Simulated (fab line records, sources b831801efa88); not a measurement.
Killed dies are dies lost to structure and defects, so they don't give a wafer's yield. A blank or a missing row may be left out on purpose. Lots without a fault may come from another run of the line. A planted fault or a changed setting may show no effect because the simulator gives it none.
fab line records | flow sky130
record lots=6 wafers=18 last_day=51
route steps=708 shown POLY_GATE@217 LDD_N@237
lots that met no fault: from a run of the same line without faults
start_h: hours from the record's first day to the start of the lot's first wafer shown | wait_h: hours since the lot's step before | " the same as in the row above | L1.1+2: a row that stands for several wafers | - no value, or no start given | * or withheld: withheld | < > ~ a bound
route shown NAME@n: a module of which the file shows steps, and the number in the route of the first | usual: mean/standard deviation of fault-free wafers | same: alike in all rows | chamber/n: place in a boat | sites: the reading at each site | _std_site: their standard deviation | _edge_site: outer sites' mean less inner sites' | radius_mm: how far each site lies from the wafer's centre | mask NAME#n: copy n | behind: the tool/chamber that last shaped the wafer | hold: why the lot was held/for how many hours/how that ended | device: the transistor (n, p or np) that didn't switch | end of line: the same wafers' tests at the end of the route | a step without rows: its recipe alone | killed: dies lost to structure and defects at the first sort, not the wafer's yield | map: a wafer's dies, x killed, . not, _ none there
set.NAME: the setting as run; set.NAME@STEP: as run at that earlier step | model.NAME: the simulator's own value behind a step, which no gauge read
lots at some steps of the route; a table a step, a row a wafer
services: from which hour (start_h, from the record's first day; less than 0 if before it) a tool's chamber was out of use, for how many hours, and why
## steps
# step SKY_POLY_GATE_CVD_03
# recipe material=Si3N4 precursor=DCS/NH3 target_thk_nm=75 temp_c=770 time_s=1290 pressure_mtorr=250
# step SKY_POLY_GATE_THK_MEAS_04
# recipe reads=Si3N4_of_POLY_GATE_CVD_03
# usual POLY_GATE_CVD_03_THK=75.0/0.71
# columns lot.wafer tool chamber start_h wait_h POLY_GATE_CVD_03_THK[nm]
L606.1 film_metro-04 - 380.99 0.0 75.8
L606.2 " - " " 75.7
L606.3 " - " " 75.4
L615.1 film_metro-03 - 555.71 0.0 75.3
L615.3 " - " " 74.9
L615.4 " - " " 74.4
L617.2 film_metro-02 - 555.73 0.0 75.2
L617.3 " - " " 74.9
L617.6 " - " " 74.5
L619.1 film_metro-04 - 555.89 0.2 75.3
L619.2 " - " " 75.7
L619.3 " - " " 75.6
L622.1 film_metro-03 - 555.95 0.2 73.3
L622.4 " - " " 73.4
L622.6 " - " " 73.9
L625.3 film_metro-02 - 555.98 0.3 75.4
L625.4 " - " " 75.5
L625.5 " - " " 75.6
# step SKY_POLY_GATE_DEHYDRATE_05
# recipe temp_c=200 time_s=60
# step SKY_POLY_GATE_HMDS_06
# recipe prime_time_s=60 prime_temp_c=120
# step SKY_POLY_GATE_COAT_07
# recipe resist=BARC temp_c=withheld time_s=withheld spin_rpm=3000 resist_thk_nm=110
# step SKY_POLY_GATE_COAT_08
# recipe resist=KrF-thick spin_rpm=3000 resist_thk_nm=450
# step SKY_POLY_GATE_SOFTBAKE_09
# recipe temp_c=100 time_s=90 resist=KrF-thick
# step SKY_POLY_GATE_EXPOSE_10
# recipe mask_id=P1M na=0.68 source_shape=conventional sigma_outer=0.6 target_cd_nm=150 dose_mj=28
# step SKY_POLY_GATE_PEB_11
# recipe peb_temp_c=withheld peb_time_s=withheld resist=KrF-thick
# step SKY_POLY_GATE_DEVELOP_12
# recipe develop_time_s=60 resist=KrF-thick dev_temp_c=21
# step SKY_POLY_GATE_CD_MEAS_13
# recipe target_cd_nm=150
# usual cd_nm=150.4/1
# columns lot.wafer tool chamber start_h wait_h cd_nm
L606.1 cd_sem-02 - 409.48 - 149.3
L606.2 " - " " 149.3
L606.3 " - " " 149.0
L615.1 cd_sem-02 - 583.38 - 151.2
L615.3 " - " " 152.5
L615.4 " - " " 153.1
L617.2 cd_sem-02 - 583.80 - 151.3
L617.3 " - " " 149.5
L617.6 " - " " 149.4
L619.1 cd_sem-02 - 585.23 - 151.3
L619.2 " - " " 150.7
L619.3 " - " " 149.4
L622.1 cd_sem-01 - 585.48 - 149.3
L622.4 " - " " 150.3
L622.6 " - " " 150.0
L625.3 cd_sem-01 - 585.87 - 150.9
L625.4 " - " " 151.5
L625.5 " - " " 150.7
# step SKY_POLY_GATE_OVL_MEAS_14
# usual POLY_GATE_OVL=3/4.9
# columns lot.wafer tool chamber start_h wait_h POLY_GATE_OVL[nm]
L606.1 overlay-01 - 409.60 0.1 12
L606.2 " - " " 5
L606.3 " - " " 8
L615.1 overlay-02 - 583.50 0.1 -6
L615.3 " - " " -3
L615.4 " - " " 7
L617.2 overlay-02 - 583.91 0.1 1
L617.3 " - " " 6
L617.6 " - " " 9
L619.1 overlay-02 - 585.35 0.1 5
L619.2 " - " " -5
L619.3 " - " " 0
L622.1 overlay-01 - 585.60 0.1 0
L622.4 " - " " -1
L622.6 " - " " 3
L625.3 overlay-01 - 585.96 0.1 -1
L625.4 " - " " 4
L625.5 " - " " -2
# step SKY_POLY_GATE_ETCH_15
# recipe chemistry=N2/H2 target=BARC ion_energy_ev=200 source_w=500 bias_w=100 pressure_mtorr=30 n2_flow_sccm=100 h2_flow_sccm=200 stop_on=SiO2 time_s=118.5 target_depth_a=1100
# usual bias_w=100.0/0.3 chamber_pressure_mTorr=30.001/0.028 drypump_motor_current_A=5.6/0.36 oes_product_au=0.716/0.0044 throttle_valve_pct=13.212/0.0086
# columns lot.wafer tool chamber start_h wait_h bias_w chamber_pressure_mTorr drypump_motor_current_A oes_product_au rf_hours_counter_h throttle_valve_pct model.KrF-thick_of_POLY_GATE_COAT_08.thk_nm
L606.1 rie_diel-04 3 409.64 0.0 100.1 29.979 6.0 0.711 3 13.205 344.1
L606.2 " 1 " " 99.8 30.003 5.6 0.712 77 13.202 346.7
L606.3 " 0 " " 100.4 30.031 5.5 0.712 2 13.208 345.5
L615.1 rie_diel-04 0 583.54 0.0 99.7 30.051 5.5 0.720 4 13.210 346.7
L615.3 " 2 " " 99.5 30.036 5.8 0.715 8 13.208 346.1
L615.4 " 2 " " 99.8 30.010 5.8 0.719 - 13.205 346.5
L617.2 rie_diel-03 0 583.94 0.0 100.0 30.004 5.5 0.706 9 13.207 344.3
L617.3 " 1 " " 99.9 29.964 4.7 0.715 3 13.216 345.2
L617.6 " 3 " " 100.0 30.039 5.7 0.709 - 13.217 345
L619.1 rie_diel-02 0 585.38 0.0 - - - - - - 435.6
L619.2 " 1 " " - - - - - - 435.9
L619.3 " 3 " " - - - - - - 437.2
L622.1 rie_diel-03 3 585.64 0.0 - - - - - - 434.9
L622.4 " 1 " " - - - - - - 436.5
L622.6 " 3 " " - - - - - - 435.6
L625.3 rie_diel-03 1 585.99 0.0 100.3 29.986 4.7 0.722 3 13.207 346.8
L625.4 " 2 " " 99.8 30.018 5.7 0.720 47 13.215 343.9
L625.5 " 3 " " 99.9 30.045 5.8 0.715 - 13.202 344.7
# step SKY_POLY_GATE_ETCH_16
# recipe stop_on=poly-Si chemistry=CH3F/O2 target=Si3N4 source_w=400 bias_w=80 pressure_mtorr=25 ch3f_flow_sccm=40 O2_flow_sccm=30 time_s=147.5 target_depth_a=750
# usual O2_flow_sccm=30.01/0.099 bias_w=79.98/0.23 ch3f_flow_sccm=40.01/0.12 chamber_pressure_mTorr=24.998/0.026 drypump_motor_current_A=5.6/0.36 oes_product_au=0.641/0.005 throttle_valve_pct=10.535/0.0096
# columns lot.wafer tool chamber start_h wait_h O2_flow_sccm bias_w ch3f_flow_sccm chamber_pressure_mTorr drypump_motor_current_A oes_product_au rf_hours_counter_h throttle_valve_pct
L606.1 rie_diel-04 3 409.72 0.0 29.89 79.77 40.17 24.958 6.0 0.636 3 10.517
L606.2 " 1 " " 30.06 80.16 39.92 25.012 5.7 0.636 77 10.540
L606.3 " 0 " " 29.92 80.04 40.09 25.011 5.5 0.651 2 10.545
L615.1 rie_diel-04 0 583.62 0.0 29.89 80.30 40.11 24.989 5.5 0.643 4 10.533
L615.3 " 2 " " 29.76 79.75 40.08 24.999 5.8 0.638 9 10.534
L615.4 " 2 " " 29.99 79.76 40.05 25.020 5.8 0.631 - 10.541
L617.2 rie_diel-03 0 584.02 0.0 30.09 79.62 39.91 24.958 5.5 0.641 9 10.555
L617.3 " 1 " " 29.95 80.12 39.94 24.990 4.7 0.644 3 10.534
L617.6 " 3 " " 29.98 79.96 40.10 25.043 5.7 0.636 - 10.547
L619.1 rie_diel-02 0 585.47 0.0 30.33 79.89 39.92 25.023 6.5 0.378 3 10.507
L619.2 " 1 " " 30.10 79.78 39.96 24.998 5.6 0.376 5 10.511
L619.3 " 3 " " 29.97 79.85 40.17 24.964 5.6 0.365 39 10.499
L622.1 rie_diel-03 3 585.72 0.0 30.15 80.28 40.03 25.009 5.7 0.360 7 10.483
L622.4 " 1 " " 30.03 80.00 40.07 24.968 4.7 0.384 3 10.499
L622.6 " 3 " " 30.05 80.03 40.12 25.009 5.7 0.375 - 10.497
L625.3 rie_diel-03 1 586.07 0.0 29.96 79.84 40.03 24.967 4.7 0.645 4 10.529
L625.4 " 2 " " 29.84 79.62 39.81 25.015 5.7 0.647 47 10.551
L625.5 " 3 " " 29.89 79.90 39.95 24.982 5.7 0.645 - 10.542
# step SKY_POLY_GATE_ETCH_17
# recipe target_depth_nm=180 stop_on=SiO2 over_etch_frac=0.56667 chemistry=HBr/Cl2 target=poly-Si icp_w=400 bias_w=100 pressure_mtorr=10 HBr_flow_sccm=150 Cl2_flow_sccm=50 time_s=70.5
# usual HBr_flow_sccm=150.1/0.44 bias_w=100.01/0.28 chamber_pressure_mTorr=10.001/0.011 drypump_motor_current_A=5.63/0.29 oes_product_au=0.985/0.0073 throttle_valve_pct=33.685/0.0093
# same over_etch_frac=0.56667
# columns lot.wafer tool chamber start_h wait_h HBr_flow_sccm bias_w chamber_pressure_mTorr drypump_motor_current_A oes_product_au rf_hours_counter_h throttle_valve_pct model.KrF-thick_of_POLY_GATE_COAT_08.thk_nm
L606.1 rie_si-02 2 409.82 0.0 149.8 100.37 10.009 5.36 0.987 4 33.682 137.6
L606.2 " 3 " " 149.9 99.77 10.011 5.82 0.989 1 33.680 143.8
L606.3 " 1 " " 149.9 100.00 9.988 5.47 0.990 4 33.689 142.5
L615.1 rie_si-01 3 583.72 0.0 149.5 100.22 9.986 6.23 0.987 12 33.670 142.8
L615.3 " 2 " " 150.4 100.66 10.011 5.76 0.979 4 33.690 142.7
L615.4 " 0 " " 150.5 100.08 10.011 5.21 0.987 3 33.683 143
L617.2 rie_si-02 0 584.12 0.0 150.1 100.16 10.009 5.61 0.998 6 33.682 138
L617.3 " 1 " " 149.2 99.87 10.013 5.46 0.992 5 33.677 142.6
L617.6 " 2 " " 150.2 99.35 9.999 5.34 0.987 - 33.690 138.4
L619.1 rie_si-01 0 585.57 0.0 149.7 100.22 10.002 5.22 0.275 3 33.683 231.3
L619.2 " 2 " " 149.7 99.38 9.996 5.77 0.265 4 33.704 225.6
L619.3 " 1 " " 149.9 100.43 9.997 5.65 0.275 1 33.690 232.8
L622.1 rie_si-01 2 585.82 0.0 149.0 99.81 9.998 5.75 0.261 4 33.676 231.1
L622.4 " 3 " " 151.2 100.43 9.988 6.22 0.266 12 33.682 233.1
L622.6 " 3 " " 151.1 99.97 10.000 6.25 0.269 - 33.683 229.5
L625.3 rie_si-01 2 586.17 0.0 150.5 99.73 10.000 5.79 0.988 4 33.680 145.2
L625.4 " 1 " " 150.1 100.28 10.003 5.63 0.984 1 33.680 138.8
L625.5 " 3 " " 150.6 100.10 9.995 6.21 0.983 - 33.681 139.4
# step SKY_POLY_GATE_STRIP_18
# recipe chemistry=O2/N2 power_w=1400 pressure_mtorr=1500 platen_temp_c=withheld o2_flow_sccm=3000 n2_flow_sccm=300 overash_fraction=0.5
# usual chamber_pressure_mTorr=1500.0/1.3 drypump_motor_current_A=5.5/0.44 oes_product_au=0.361/0.0044 strip_time_to_endpoint_s=3.17/0.039
# columns lot.wafer tool chamber start_h wait_h chamber_pressure_mTorr drypump_motor_current_A oes_product_au rf_hours_counter_h strip_time_to_endpoint_s
L606.1 plasma_asher-02 1 409.87 0.0 1500.1 5.3 0.368 69 3.15
L606.2 " 0 " " 1499.0 5.6 0.360 69 3.21
L606.3 " 0 " " 1499.2 5.6 0.366 - 3.19
L615.1 plasma_asher-02 0 583.78 0.0 1500.7 5.6 0.359 15 3.19
L615.3 " 1 " " 1498.0 5.3 0.360 - 3.20
L615.4 " 0 " " 1498.5 5.6 0.355 - 3.22
L617.2 plasma_asher-01 0 584.17 0.0 1498.1 4.8 0.357 47 3.15
L617.3 " 1 " " 1500.2 5.9 0.362 - 3.21
L617.6 " 0 " " 1499.8 4.7 0.359 - 3.15
L619.1 plasma_asher-03 1 585.62 0.0 1502.0 5.5 0.405 73 4.16
L619.2 " 0 " " 1500.9 5.9 0.404 73 4.09
L619.3 " 1 " " 1501.0 5.5 0.397 - 4.18
L622.1 plasma_asher-03 1 585.87 0.0 1498.8 5.5 0.400 73 4.15
L622.4 " 1 " " 1500.2 5.5 0.403 - 4.18
L622.6 " 0 " " 1501.7 5.9 0.405 - 4.14
L625.3 plasma_asher-03 1 586.26 0.1 1501.3 5.5 0.364 - 3.23
L625.4 " 0 " " 1498.3 5.9 0.364 - 3.15
L625.5 " 1 " " 1500.5 5.5 0.369 - 3.17
# step SKY_POLY_GATE_CLEAN_19
# recipe chemistry=SC1/SC2 mix=1:4:20 temp_c=70 time_s=150 dry=n2_spin
# step SKY_POLY_GATE_OXIDATION_20
# recipe temp_c=850 ambient=O2 stabilise_s=600 purge_s=300 target_thk_a=40 ox_time_s=899
# step SKY_POLY_GATE_CD_MEAS_22
# usual cd_nm=150.3/2.1
# columns lot.wafer tool chamber start_h wait_h cd_nm
L606.1 cd_sem-01 - 412.27 0.1 150.9
L606.2 " - " " 148.6
L606.3 " - " " 150.3
L615.1 cd_sem-01 - 587.35 0.1 150.6
L615.3 " - " " 153.4
L615.4 " - " " 152.1
L617.2 cd_sem-02 - 587.38 0.1 151.5
L617.3 " - " " 150.5
L617.6 " - " " 145.6
L619.1 cd_sem-01 - 588.03 0.6 -
L619.2 " - " " -
L619.3 " - " " -
L622.1 cd_sem-01 - 588.20 0.7 -
L622.4 " - " " -
L622.6 " - " " -
L625.3 cd_sem-02 - 589.10 0.5 152.1
L625.4 " - " " 150.2
L625.5 " - " " 148.6
# step SKY_LDD_N_DEHYDRATE_00
# recipe temp_c=200 time_s=60
## services
# columns tool chamber start_h hours kind
rie_diel-03 1 390.45 - clean
rie_diel-03 1 390.45 19.1 scheduled_down
rie_diel-03 1 390.45 19.1 vent_cycle
plasma_asher-02 - 395.66 1.2 repair
rie_si-01 0 402.54 6.8 repair
rie_diel-03 0 406.13 6.8 repair
rie_si-01 1 409.37 - clean
rie_si-01 1 409.37 16.4 scheduled_down
rie_si-01 1 409.37 16.4 vent_cycle
plasma_asher-03 - 413.54 2.4 repair
plasma_asher-02 - 421.29 9.0 pm
plasma_asher-02 0 421.29 9.0 vent_cycle
plasma_asher-02 1 421.29 9.0 vent_cycle
plasma_asher-03 - 427.38 8.4 repair
rie_si-01 3 431.16 2.9 repair
plasma_asher-03 - 442.40 8.4 pm
rie_diel-04 - 448.40 1.6 repair
rie_si-01 - 470.47 0.7 repair
rie_diel-02 - 475.19 2.8 pm
plasma_asher-03 - 477.62 4.3 pm
rie_diel-04 3 528.25 3.8 repair
rie_diel-04 1 577.07 - clean
rie_diel-04 1 577.07 19.8 scheduled_down
rie_diel-04 1 577.07 19.8 vent_cycle
## key
first_sign step=SKY_POLY_GATE_ETCH_15 reading=tool_record direction=missing
effect step=SKY_POLY_GATE_ETCH_16 reading=oes_product_au direction=down sigmas=53 usual=0.641 struck=0.373
effect step=SKY_POLY_GATE_ETCH_17 reading=oes_product_au direction=down sigmas=98 usual=0.985 struck=0.269
effect step=SKY_POLY_GATE_STRIP_18 reading=strip_time_to_endpoint_s direction=up sigmas=25 usual=* struck=*
effect step=SKY_POLY_GATE_CD_MEAS_22 reading=cd_nm direction=missing
model_effect step=SKY_POLY_GATE_ETCH_15 value=KrF-thick_of_POLY_GATE_COAT_08.thk_nm without=344.1 struck=435.9
model_effect step=SKY_POLY_GATE_ETCH_17 value=KrF-thick_of_POLY_GATE_COAT_08.thk_nm without=138.8 struck=230.6
met_at SKY_POLY_GATE_ETCH_15
struck_wafers L619.1,L619.2,L619.3,L622.1,L622.4,L622.6
later_rows_left_out L619.1,L619.2,L619.3,L622.1,L622.4,L622.6
sort_left_out L619.1,L619.2,L619.3,L622.1,L622.4,L622.6
tester_left_out L619,L622
onset_between 583.94 585.38
fault kind=skipped_step_whole tool=rie_diel-02,rie_diel-03 chamber=- onset_h=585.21 steps=SKY_POLY_GATE_ETCH_15 scope=struck_lots_only
# tester_left_out: of these lots the tester's yield and bins aren't shown, on N5 and GAA mostly nor the transistor test; their killed dies are dies lost to structure and defects alone, not to doping, threshold or leakage, so they don't give the yield
# sort_left_out: the simulated sort isn't trusted on such a fault, so these wafers' sort isn't shown, and their yield isn't known
# later_rows_left_out: the simulator's readings of these wafers behind a module that went badly wrong aren't trusted and aren't shown, but for the sort
